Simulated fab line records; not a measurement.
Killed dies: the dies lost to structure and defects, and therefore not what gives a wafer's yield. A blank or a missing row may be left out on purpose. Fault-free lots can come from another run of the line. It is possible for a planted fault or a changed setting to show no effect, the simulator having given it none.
Which tool did it?    flow gf180mcu    Sampling: 6 lots, 18 wafers, 2 of 602 route steps

== WHAT THE GAUGES READ, wafer by wafer ==
GF_VT_IMPLANT_OVL_MEAS_07.
lot   measured      on          VT_IMPLANT_OVL (nm)
L722  day 6 19:33   overlay-01  1.0 3.3 2.9
L725  day 7 14:44   overlay-01  -2.8 -2.1 -0.2
L732  day 9 11:38   overlay-01  2.1 1.4 3.1
L734  day 9 23:10   overlay-02  -0.2 0.2 -2.1
L737  day 10 17:50  overlay-01  2.0 0.3 1.2
L739  day 11 08:05  overlay-01  -2.0 -2.1 -1.7

== WHAT TOOL EACH LOT RAN ON (gives the tool, then ch and the chambers of the sampled wafers, and finally the start) ==
lot   GF_VT_IMPLANT_EXPOSE_04
L722  ilineStepper-02 ch 0, day 6 12:32
L725  ilineStepper-01 ch 0, day 7 07:56
L732  ilineStepper-02 ch 0, day 9 03:01
L734  ilineStepper-01 ch 0, day 9 14:32
L737  ilineStepper-02 ch 0, day 10 09:09
L739  ilineStepper-01 ch 0, day 10 23:16
- GF_VT_IMPLANT_EXPOSE_04: exposes mask LVPWELL LV AREA, target cd 600 nm.

== THE ANSWER, worked out from the rows above alone ==
Rule: the lots themselves supply what counts as usual. Put in order of their means at a reading, lots are off if they are a third of the lots or fewer, leave a main group of 4 or more, and stand apart from it by a gap of 3 or more times the standard deviation of the main group's means; of several such gaps the widest counts. A main group whose means are all the same, to the digits that the tables above print for the reading, isn't used. Also off: a lot with no number at a reading for which 4 or more lots have one. Any other lot the step has rows for is counted as sound.
Nothing can be told from this: no lot is off at any reading shown.

== WHAT THE SIMULATOR HAD PUT IN ==
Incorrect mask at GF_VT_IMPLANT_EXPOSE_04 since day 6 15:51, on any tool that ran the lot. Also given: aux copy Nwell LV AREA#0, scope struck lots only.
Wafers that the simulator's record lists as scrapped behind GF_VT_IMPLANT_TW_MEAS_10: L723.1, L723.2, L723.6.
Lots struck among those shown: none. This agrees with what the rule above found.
